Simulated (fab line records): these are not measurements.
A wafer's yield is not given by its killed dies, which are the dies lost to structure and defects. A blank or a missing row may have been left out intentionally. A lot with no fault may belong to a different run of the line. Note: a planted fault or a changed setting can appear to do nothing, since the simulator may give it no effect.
fab line records ; flow sky130
record: lots: 9; wafers: 27; last-day: 50
route steps=708 shown CONTACT@429 METAL1@437 VIA1@472 PAD_OPEN@708
lots that met no fault: from a run of the same line without faults
start-h: the number of hours between the record's first day and the start of the first shown wafer of the lot ; wait-h: hours since the lot's step before ; " same as the row above ; L1.1+2: one row covering several wafers at once ; - value missing, or start not given ; * or withheld: withheld ; < > ~ a bound
route shown NAME@n: a module of which the file shows steps, and the number in the route of the first ; usual: mean/standard deviation of fault-free wafers ; same: alike in all rows ; chamber/n: place in a boat ; sites: readings site by site ; _std_site: standard deviation across them ; _edge_site: mean of outer sites minus mean of inner sites ; radius-mm: how far each site lies from the wafer's centre ; mask NAME#n: copy n ; behind: the most recent tool/chamber to have shaped the wafer ; hold: what put the lot on hold/how long, in hours/how the hold closed ; device: the n, p or np transistor that did not switch ; end of line: the same wafers' tests at the end of the route ; where a step has no rows: the recipe by itself ; killed: not the wafer's yield, but the dies lost to structure and defects at the first sort ; map: the dies of a wafer, with x for killed, . for not killed, _ for no die there
set.NAME: the setting that was run; set.NAME@STEP: the one run at that earlier step ; model.NAME: the simulator's own value behind a step, which no gauge read
steps of the route over a sample of lots; a table a step, a row a wafer
services: when a tool's chamber went out of use (start-h, in hours from the record's first day, below 0 if earlier), for how many hours, and the reason
== steps ==
step: SKY_CONTACT_SPUTTER_23
recipe: material: TiN; target-thk-nm: 20; chamber-pressure-pa: 5; power-w: 4000; time-s: 80
usual: throttle-valve-pct: 30.4/1.1
lot.wafer;tool;chamber;start-h;wait-h;throttle-valve-pct
L199.3;pvd-sputter-02;-;788.84;0.0;30.8
L199.4;pvd-sputter-02;-;788.84;0.0;29.8
L199.6;pvd-sputter-02;-;788.84;0.0;31.3
L202.1;pvd-sputter-03;-;805.42;0.0;31.6
L202.3;pvd-sputter-03;-;805.42;0.0;31.9
L202.4;pvd-sputter-03;-;805.42;0.0;29.5
L204.3;pvd-sputter-03;-;827.17;0.0;32.2
L204.4;pvd-sputter-03;-;827.17;0.0;29.5
L204.6;pvd-sputter-03;-;827.17;0.0;29.5
L209.1;pvd-sputter-02;-;862.53;0.0;29.6
L209.4;pvd-sputter-02;-;862.53;0.0;31.3
L209.6;pvd-sputter-02;-;862.53;0.0;29.9
L210.4;pvd-sputter-02;-;865.00;0.0;29.8
L210.5;pvd-sputter-02;-;865.00;0.0;29.7
L210.6;pvd-sputter-02;-;865.00;0.0;31.2
L211.4;pvd-sputter-03;-;867.52;0.0;31.7
L211.5;pvd-sputter-03;-;867.52;0.0;29.0
L211.6;pvd-sputter-03;-;867.52;0.0;31.5
L213.2;pvd-sputter-03;-;888.01;0.0;28.7
L213.3;pvd-sputter-03;-;888.01;0.0;29.7
L213.4;pvd-sputter-03;-;888.01;0.0;32.0
L215.1;pvd-sputter-03;-;894.37;0.0;31.6
L215.2;pvd-sputter-03;-;894.37;0.0;32.1
L215.4;pvd-sputter-03;-;894.37;0.0;29.9
L216.3;pvd-sputter-04;-;904.02;0.0;29.9
L216.4;pvd-sputter-04;-;904.02;0.0;31.1
L216.5;pvd-sputter-04;-;904.02;0.0;29.3
step: SKY_METAL1_SPUTTER_03
recipe: material: Ti; target-thk-nm: 5; power-w: 3000; time-s: 3.3; chamber-pressure-pa: 0.4
usual: throttle-valve-pct: 29.8/0.85
lot.wafer;tool;chamber;start-h;wait-h;throttle-valve-pct
L199.3;pvd-sputter-01;-;789.56;0.0;28.7
L199.4;pvd-sputter-01;-;789.56;0.0;30.0
L199.6;pvd-sputter-01;-;789.56;0.0;28.6
L202.1;pvd-sputter-01;-;806.20;0.0;28.9
L202.3;pvd-sputter-01;-;806.20;0.0;29.6
L202.4;pvd-sputter-01;-;806.20;0.0;28.6
L204.3;pvd-sputter-01;-;827.89;0.0;29.6
L204.4;pvd-sputter-01;-;827.89;0.0;29.3
L204.6;pvd-sputter-01;-;827.89;0.0;30.0
L209.1;pvd-sputter-04;-;863.25;0.0;30.0
L209.4;pvd-sputter-04;-;863.25;0.0;28.9
L209.6;pvd-sputter-04;-;863.25;0.0;30.2
L210.4;pvd-sputter-01;-;865.72;0.0;28.7
L210.5;pvd-sputter-01;-;865.72;0.0;29.2
L210.6;pvd-sputter-01;-;865.72;0.0;30.2
L211.4;pvd-sputter-04;-;868.24;0.0;29.2
L211.5;pvd-sputter-04;-;868.24;0.0;31.2
L211.6;pvd-sputter-04;-;868.24;0.0;29.9
L213.2;pvd-sputter-01;-;888.73;0.0;30.0
L213.3;pvd-sputter-01;-;888.73;0.0;28.6
L213.4;pvd-sputter-01;-;888.73;0.0;29.9
L215.1;pvd-sputter-04;-;895.09;0.0;29.7
L215.2;pvd-sputter-04;-;895.09;0.0;31.0
L215.4;pvd-sputter-04;-;895.09;0.0;29.1
L216.3;pvd-sputter-01;-;904.75;0.0;30.0
L216.4;pvd-sputter-01;-;904.75;0.0;28.7
L216.5;pvd-sputter-01;-;904.75;0.0;29.1
step: SKY_METAL1_METAL_ETCH_19
recipe: target-depth-a: 3600; stop-on: SiO2; over-etch-frac: 0.3; time-s: 78; chemistry: Cl2/BCl3; resist-sidewall-deg: 88; pressure-mtorr: 10; icp-w: 900; bias-w: 48.5; Cl2_flow_sccm: 60; bcl3-flow-sccm: 30
usual: bcl3-flow-sccm: 29.99/0.096; bias-w: 48.50/0.15; drypump-motor-current-A: 5.6/0.65; he-backside-leak-sccm: 3.36/0.2; oes-product-au: 0.853/0.0061; throttle-valve-pct: 22.265/0.0091
lot.wafer;tool;chamber;start-h;wait-h;bcl3-flow-sccm;bias-w;drypump-motor-current-A;he-backside-leak-sccm;oes-product-au;rf-hours-counter-h;throttle-valve-pct
L199.3;rie-metal-04;1;816.33;0.1;29.95;48.48;5.7;3.05;0.847;-;22.252
L199.4;rie-metal-04;0;816.33;0.1;30.19;48.83;4.6;3.40;0.860;-;22.250
L199.6;rie-metal-04;1;816.33;0.1;30.01;48.52;5.6;3.23;0.850;-;22.275
L202.1;rie-metal-01;1;833.24;0.0;30.14;48.53;6.1;3.26;0.851;3;22.268
L202.3;rie-metal-01;1;833.24;0.0;30.06;48.30;6.1;3.39;0.850;-;22.249
L202.4;rie-metal-01;0;833.24;0.0;29.98;48.54;4.9;3.57;0.843;-;22.251
L204.3;rie-metal-01;1;853.92;0.1;29.84;48.67;6.1;3.26;0.865;-;22.275
L204.4;rie-metal-01;0;853.92;0.1;30.03;48.43;4.9;3.30;0.855;-;22.268
L204.6;rie-metal-01;1;853.92;0.1;30.02;48.54;6.1;3.37;0.846;-;22.250
L209.1;rie-metal-03;1;889.02;0.0;30.06;48.47;6.4;3.65;0.855;9;22.274
L209.4;rie-metal-03;1;889.02;0.0;30.18;48.21;6.4;3.70;0.843;-;22.273
L209.6;rie-metal-03;0;889.02;0.0;30.09;48.45;6.0;3.34;0.849;-;22.264
L210.4;rie-metal-01;1;891.72;0.1;29.96;48.38;6.1;3.43;0.845;-;22.270
L210.5;rie-metal-01;0;891.72;0.1;29.86;48.40;4.9;3.49;0.858;-;22.269
L210.6;rie-metal-01;1;891.72;0.1;29.98;48.51;6.1;3.35;0.857;-;22.263
L211.4;rie-metal-04;1;894.67;0.1;30.06;48.47;5.7;3.03;0.861;-;22.286
L211.5;rie-metal-04;0;894.67;0.1;29.93;48.60;4.6;3.19;0.858;-;22.272
L211.6;rie-metal-04;1;894.67;0.1;29.86;48.55;5.6;3.16;0.858;-;22.253
L213.2;rie-metal-03;1;913.62;0.0;29.85;48.52;6.4;3.59;0.852;10;22.265
L213.3;rie-metal-03;1;913.62;0.0;29.83;48.58;6.4;3.68;0.847;-;22.270
L213.4;rie-metal-03;0;913.62;0.0;29.87;48.76;6.0;3.84;0.852;-;22.276
L215.1;rie-metal-04;1;919.82;0.0;29.87;48.58;5.7;3.05;0.852;2;22.255
L215.2;rie-metal-04;0;919.82;0.0;29.96;48.58;4.6;3.10;0.842;14;22.270
L215.4;rie-metal-04;1;919.82;0.0;29.98;48.55;5.7;3.17;0.852;-;22.264
L216.3;rie-metal-01;1;928.73;0.1;30.00;48.51;6.1;3.30;0.849;-;22.268
L216.4;rie-metal-01;0;928.73;0.1;30.06;48.34;4.9;3.43;0.853;-;22.264
L216.5;rie-metal-01;0;928.73;0.1;29.96;48.38;4.9;3.38;0.853;-;22.271
step: SKY_VIA1_ETCH_14
recipe: chemistry: N2/H2; target: BARC; ion-energy-ev: 200; source-w: 500; bias-w: 100; pressure-mtorr: 30; n2-flow-sccm: 100; h2-flow-sccm: 200; stop-on: SiO2; time-s: 45.9; target-depth-a: 600
usual: bias-w: 99.96/0.29; chamber-pressure-mTorr: 29.999/0.025; drypump-motor-current-A: 5.5/0.5; oes-product-au: 0.854/0.0048; throttle-valve-pct: 13.224/0.0088
lot.wafer;tool;chamber;start-h;wait-h;bias-w;chamber-pressure-mTorr;drypump-motor-current-A;oes-product-au;rf-hours-counter-h;throttle-valve-pct
L199.3;rie-diel-01;2;844.27;0.0;99.49;30.011;6.1;0.859;18;13.225
L199.4;rie-diel-01;0;844.27;0.0;100.55;29.980;6.5;0.853;-;13.214
L199.6;rie-diel-01;2;844.27;0.0;99.63;29.970;6.1;0.864;-;13.216
L202.1;rie-diel-03;2;860.04;0.0;99.91;29.992;5.8;0.853;14;13.242
L202.3;rie-diel-03;0;860.04;0.0;100.57;29.983;5.1;0.850;12;13.216
L202.4;rie-diel-03;3;860.04;0.0;100.11;30.014;5.3;0.845;11;13.222
L204.3;rie-diel-02;0;880.35;0.0;100.18;29.985;5.2;0.866;14;13.227
L204.4;rie-diel-02;3;880.35;0.0;100.25;29.994;5.1;0.859;14;13.212
L204.6;rie-diel-02;0;880.35;0.0;100.00;29.991;5.2;0.862;-;13.228
L209.1;rie-diel-03;0;915.30;0.0;100.30;30.027;5.1;0.853;14;13.235
L209.4;rie-diel-03;1;915.30;0.0;99.95;29.977;5.0;0.847;24;13.221
L209.6;rie-diel-03;3;915.30;0.0;99.80;29.982;5.3;0.856;-;13.221
L210.4;rie-diel-02;0;917.77;0.0;-;-;-;-;-;-
L210.5;rie-diel-02;1;917.77;0.0;-;-;-;-;-;-
L210.6;rie-diel-02;2;917.77;0.0;-;-;-;-;-;-
L211.4;rie-diel-03;2;921.05;0.0;-;-;-;-;-;-
L211.5;rie-diel-03;1;921.05;0.0;-;-;-;-;-;-
L211.6;rie-diel-03;2;921.05;0.0;-;-;-;-;-;-
L213.2;rie-diel-02;3;939.50;0.0;99.44;30.013;5.1;0.857;15;13.219
L213.3;rie-diel-02;1;939.50;0.0;99.70;30.018;5.8;0.852;7;13.219
L213.4;rie-diel-02;0;939.50;0.0;100.30;30.007;5.2;0.856;16;13.229
L215.1;rie-diel-03;0;945.20;0.0;99.62;29.972;5.1;0.857;14;13.229
L215.2;rie-diel-03;3;945.20;0.0;99.78;30.027;5.2;0.858;13;13.215
L215.4;rie-diel-03;2;945.20;0.0;99.88;30.035;5.8;0.852;16;13.241
L216.3;rie-diel-02;3;954.10;0.0;100.38;30.030;5.2;0.855;15;13.230
L216.4;rie-diel-02;2;954.10;0.0;99.77;30.006;5.2;0.850;12;13.218
L216.5;rie-diel-02;1;954.10;0.0;99.68;29.941;5.8;0.847;-;13.221
step: SKY_VIA1_ETCH_15
recipe: target: SiO2; chemistry: C4F8/O2/Ar; target-depth-nm: 351; stop-on: TiN; mask-material: KrF-thick; source-w: 1500; bias-w: 1200; pressure-mtorr: 40; c4f8-flow-sccm: withheld; O2_flow_sccm: 6; Ar_flow_sccm: 300; time-s: 54
usual: bias-w: 1200/3.6; chamber-pressure-mTorr: 40.00/0.038; oes-product-au: 0.983/0.0058
lot.wafer;tool;chamber;start-h;wait-h;bias-w;chamber-pressure-mTorr;oes-product-au;rf-hours-counter-h
L199.3;rie-diel-01;2;844.31;0.0;1201;40.05;0.991;18
L199.4;rie-diel-01;0;844.31;0.0;1200;40.05;0.985;-
L199.6;rie-diel-01;2;844.31;0.0;1199;39.97;0.972;-
L202.1;rie-diel-03;2;860.09;0.0;1206;39.96;0.983;14
L202.3;rie-diel-03;0;860.09;0.0;1197;40.05;0.981;12
L202.4;rie-diel-03;3;860.09;0.0;1196;40.05;0.973;11
L204.3;rie-diel-02;0;880.39;0.0;1196;40.04;0.988;14
L204.4;rie-diel-02;3;880.39;0.0;1196;40.00;0.987;14
L204.6;rie-diel-02;0;880.39;0.0;1202;40.00;0.987;-
L209.1;rie-diel-03;0;915.34;0.0;1200;40.02;0.986;14
L209.4;rie-diel-03;1;915.34;0.0;1198;39.99;0.975;24
L209.6;rie-diel-03;3;915.34;0.0;1200;40.02;0.982;-
L210.4;rie-diel-02;0;917.82;0.0;1206;40.01;0.371;-
L210.5;rie-diel-02;1;917.82;0.0;1202;39.98;0.375;-
L210.6;rie-diel-02;2;917.82;0.0;1200;39.95;0.377;-
L211.4;rie-diel-03;2;921.09;0.0;1198;39.99;0.374;16
L211.5;rie-diel-03;1;921.09;0.0;1198;39.98;0.375;-
L211.6;rie-diel-03;2;921.09;0.0;1200;39.96;0.369;-
L213.2;rie-diel-02;3;939.54;0.0;1196;39.96;0.976;15
L213.3;rie-diel-02;1;939.54;0.0;1205;40.02;0.978;7
L213.4;rie-diel-02;0;939.54;0.0;1200;39.94;0.988;16
L215.1;rie-diel-03;0;945.24;0.0;1197;40.03;0.983;15
L215.2;rie-diel-03;3;945.24;0.0;1200;40.04;0.987;13
L215.4;rie-diel-03;2;945.24;0.0;1200;39.99;0.992;16
L216.3;rie-diel-02;3;954.14;0.0;1197;40.00;0.990;16
L216.4;rie-diel-02;2;954.14;0.0;1199;40.04;0.982;12
L216.5;rie-diel-02;1;954.14;0.0;1201;40.02;0.982;-
step: SKY_VIA1_STRIP_16
recipe: chemistry: O2/N2; power-w: 1400; pressure-mtorr: 1500; platen-temp-c: withheld; o2-flow-sccm: 3000; n2-flow-sccm: 300; overash-fraction: 0.5
usual: drypump-motor-current-A: 5.8/0.5; oes-product-au: 0.414/0.0048; strip-time-to-endpoint-s: 4.447/0.024
lot.wafer;tool;chamber;start-h;wait-h;drypump-motor-current-A;oes-product-au;rf-hours-counter-h;strip-time-to-endpoint-s
L199.3;plasma-asher-01;1;844.39;0.1;6.4;0.415;-;4.465
L199.4;plasma-asher-01;0;844.39;0.1;5.6;0.421;-;4.464
L199.6;plasma-asher-01;0;844.39;0.1;5.6;0.415;-;4.461
L202.1;plasma-asher-04;0;860.13;0.0;5.3;0.415;11;4.459
L202.3;plasma-asher-04;1;860.13;0.0;6.3;0.417;-;4.448
L202.4;plasma-asher-04;0;860.13;0.0;5.3;0.412;-;4.447
L204.3;plasma-asher-04;0;880.47;0.1;5.3;0.414;-;4.444
L204.4;plasma-asher-04;1;880.47;0.1;6.3;0.419;-;4.437
L204.6;plasma-asher-04;0;880.47;0.1;5.3;0.416;-;4.432
L209.1;plasma-asher-04;0;915.38;0.0;5.3;0.416;17;4.433
L209.4;plasma-asher-04;0;915.38;0.0;5.3;0.404;-;4.455
L209.6;plasma-asher-04;1;915.38;0.0;6.3;0.414;-;4.472
L210.4;plasma-asher-03;1;917.87;0.0;6.0;0.438;-;4.919
L210.5;plasma-asher-03;1;917.87;0.0;6.0;0.429;-;4.901
L210.6;plasma-asher-03;0;917.87;0.0;4.9;0.438;-;4.920
L211.4;plasma-asher-04;1;921.17;0.1;6.3;0.434;-;4.898
L211.5;plasma-asher-04;0;921.17;0.1;5.4;0.433;-;4.931
L211.6;plasma-asher-04;1;921.17;0.1;6.3;0.432;-;4.925
L213.2;plasma-asher-01;1;939.59;0.0;6.4;0.420;50;4.436
L213.3;plasma-asher-01;0;939.59;0.0;5.6;0.418;-;4.448
L213.4;plasma-asher-01;1;939.59;0.0;6.4;0.412;-;4.433
L215.1;plasma-asher-04;0;945.29;0.0;5.4;0.409;20;4.431
L215.2;plasma-asher-04;1;945.29;0.0;6.3;0.396;20;4.476
L215.4;plasma-asher-04;0;945.29;0.0;5.3;0.416;-;4.451
L216.3;plasma-asher-01;0;954.22;0.1;5.6;0.420;-;4.450
L216.4;plasma-asher-01;1;954.22;0.1;6.4;0.418;-;4.433
L216.5;plasma-asher-01;0;954.22;0.1;5.6;0.417;-;4.454
step: SKY_PAD_OPEN_PROBE_99
usual: defect-limited-yield: 82.7/1.9; killed_at_M0_to_M3: 43/6.8; killed_at_M4_up: 2.9/1.7; killed-at-contacts: 24/5.4; killed-at-front-end: 15/4.8; killed-at-other: 0.3/0.57; killed-dies: 85/9.4; killed-on-rim: 16/4; killed-open: 47/7.5; killed-short: 38/5.7; sort_bin_3_pad_short: 0.8/0.37; sort_bin_5_function: 10.2/1.5; sort_bin_6_memory: 6.2/1.1; sort-n-pass: 407/9.4; sort-yield-pct: 82.7/1.9
same: gross-dies: 492; killed-at-back-side: 0; sort_bin_4_leakage[%]: 0; sort_bin_8_speed[%]: 0
lot.wafer;tool;chamber;start-h;wait-h;defect-limited-yield[%];killed_at_M0_to_M3;killed_at_M4_up;killed-at-contacts;killed-at-front-end;killed-at-other;killed-dies;killed-on-rim;killed-open;killed-short;sort_bin_3_pad_short[%];sort_bin_5_function[%];sort_bin_6_memory[%];sort-n-pass;sort-yield-pct[%]
L209.1;prober-02;-;1169.27;0.1;80.7;48;3;29;15;0;95;22;53;42;1.2;10.8;7.3;397;80.7
L209.4;prober-02;-;1169.42;0.2;82.7;38;2;29;16;0;85;18;43;42;1.4;10.8;5.1;407;82.7
L209.6;prober-02;-;1169.52;0.2;81.7;50;2;26;12;0;90;17;43;47;0.4;11.2;6.7;402;81.7
L210.4;prober-01;-;1169.33;0.2;0;456;0;18;17;1;492;96;42;33;1.0;93.3;5.7;0;0
L210.5;prober-01;-;1169.38;0.2;0;454;1;22;15;0;492;96;51;35;0.8;94.7;4.5;0;0
L210.6;prober-01;-;1169.43;0.2;0;454;2;23;12;1;492;96;43;38;0.8;93.5;5.7;0;0
L211.4;prober-01;-;1171.51;0.2;0;451;2;23;16;0;492;96;46;41;0.4;92.9;6.7;0;0
L211.5;prober-01;-;1171.56;0.2;0;459;2;16;15;0;492;96;39;34;1.2;94.7;4.1;0;0
L211.6;prober-01;-;1171.61;0.2;0;440;1;31;20;0;492;96;58;33;0.4;93.1;6.5;0;0
killed by level:class
L209.1 CONTACT:geometric-particle:open=14 VIA1:geometric-particle:open=11 METAL1:geometric-particle:short=8 CONTACT:geometric-particle:short=7 VIA2:geometric-particle:open=7 VIA1:geometric-particle:short=6 VIA3:geometric-particle:open=6 FIELD_ISO:geometric-particle:open=5
L210.4 VIA1:area-etch=417 VIA1:geometric-particle:open=11 CONTACT:geometric-particle:open=9 VIA2:geometric-particle:open=7 METAL2:geometric-particle:short=5 FIELD_ISO:geometric-particle:open=4 FIELD_ISO:geometric-particle:short=4 VIA1:geometric-particle:short=4
L210.5 VIA1:area-etch=406 CONTACT:geometric-particle:open=10 VIA3:geometric-particle:open=10 VIA1:geometric-particle:open=8 VIA2:geometric-particle:open=8 LI_CONTACT:geometric-particle:open=6 FIELD_ISO:geometric-particle:short=5 METAL1:geometric-particle:short=5
L209.4 METAL1:geometric-particle:short=10 VIA3:geometric-particle:open=8 LI_CONTACT:geometric-particle:open=8 VIA1:geometric-particle:open=8 CONTACT:geometric-particle:open=7 CONTACT:geometric-particle:short=6 FIELD_ISO:geometric-particle:open=5 LI_CONTACT:geometric-particle:short=4
L210.6 VIA1:area-etch=411 VIA1:geometric-particle:open=12 CONTACT:geometric-particle:open=10 VIA1:geometric-particle:short=7 LI_CONTACT:geometric-particle:open=6 VIA2:geometric-particle:open=6 METAL2:geometric-particle:short=4 METAL3:geometric-particle:short=4
L209.6 CONTACT:geometric-particle:open=8 VIA1:geometric-particle:open=8 METAL1:geometric-particle:short=7 LI_CONTACT:geometric-particle:open=7 VIA2:geometric-particle:open=7 CONTACT:geometric-particle:short=6 METAL2:geometric-particle:short=6 VIA1:geometric-particle:short=5
L211.4 VIA1:area-etch=405 CONTACT:geometric-particle:open=13 VIA1:geometric-particle:open=10 VIA1:geometric-particle:short=9 VIA3:geometric-particle:open=6 VIA2:geometric-particle:open=4 VIA2:geometric-particle:short=4 METAL2:geometric-particle:short=4
L211.5 VIA1:area-etch=419 VIA3:geometric-particle:open=9 FIELD_ISO:geometric-particle:short=6 LI_CONTACT:geometric-particle:open=6 VIA2:geometric-particle:open=6 VIA1:geometric-particle:short=5 METAL2:geometric-particle:open=5 LOCAL_INTERCONNECT:geometric-particle:short=4
L211.6 VIA1:area-etch=401 CONTACT:geometric-particle:open=13 LI_CONTACT:geometric-particle:open=12 FIELD_ISO:geometric-particle:open=9 VIA1:geometric-particle:open=7 VIA3:geometric-particle:open=6 POLY_GATE:geometric-particle:open=5 METAL1:geometric-particle:short=5
== services ==
tool;chamber;start-h;hours;kind
rie-diel-01;2;766.79;5.1;repair
rie-metal-03;-;768.53;1.6;repair
rie-diel-01;3;792.22;2.7;repair
rie-diel-02;1;795.12;15.3;repair
rie-diel-02;0;799.21;5.2;repair
rie-diel-01;3;843.52;3.4;repair
rie-diel-01;2;848.91;13.4;repair
pvd-sputter-02;-;857.42;0.7;repair
rie-diel-01;3;862.35;1.3;repair
plasma-asher-01;-;868.07;1.5;repair
rie-diel-01;-;869.02;0.5;repair
pvd-sputter-04;-;869.55;6.5;repair
pvd-sputter-01;-;876.32;5.7;repair
rie-metal-04;-;878.12;0.5;repair
plasma-asher-01;-;885.54;10.4;repair
plasma-asher-01;-;909.22;1.1;repair
rie-diel-01;0;911.22;1.8;repair
rie-diel-01;2;912.79;14.4;repair
pvd-sputter-02;-;913.96;2.0;repair
plasma-asher-04;-;916.56;0.7;repair
rie-diel-02;3;916.88;13.5;repair
pvd-sputter-04;-;931.35;1.4;repair
plasma-asher-04;-;936.03;3.9;repair
pvd-sputter-03;-;948.12;3.5;repair
== key ==
first-sign: step: SKY_VIA1_ETCH_14; reading: tool-record; direction: missing
effect: step: SKY_VIA1_ETCH_15; reading: oes-product-au; direction: down; sigmas: 99+; usual: 0.983; struck: 0.373
effect: step: SKY_VIA1_STRIP_16; reading: strip-time-to-endpoint-s; direction: up; sigmas: 19; usual: *; struck: *
effect: step: SKY_PAD_OPEN_PROBE_99; reading: killed_at_M0_to_M3; direction: up; sigmas: 60; usual: 43; struck: 452
more-kills-born-at: SKY_VIA1_ETCH_14@rie-diel-02: 1234; SKY_VIA1_ETCH_14@rie-diel-03: 1225
met-at SKY_VIA1_ETCH_14
struck-lots L210,L211
later-rows-left-out L210.4,L210.5,L210.6,L211.4,L211.5,L211.6
not-acting-at SKY_CONTACT_SPUTTER_23,SKY_METAL1_SPUTTER_03,SKY_METAL1_METAL_ETCH_19
onset-between 915.30 917.77
fault: kind: skipped-step-whole; tool: rie-diel-02,rie-diel-03; chamber: -; onset-h: 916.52; steps: SKY_VIA1_ETCH_14; scope: struck-lots-only
later-rows-left-out: the simulator's readings of these wafers behind a module that went badly wrong aren't trusted and aren't shown, but for the sort
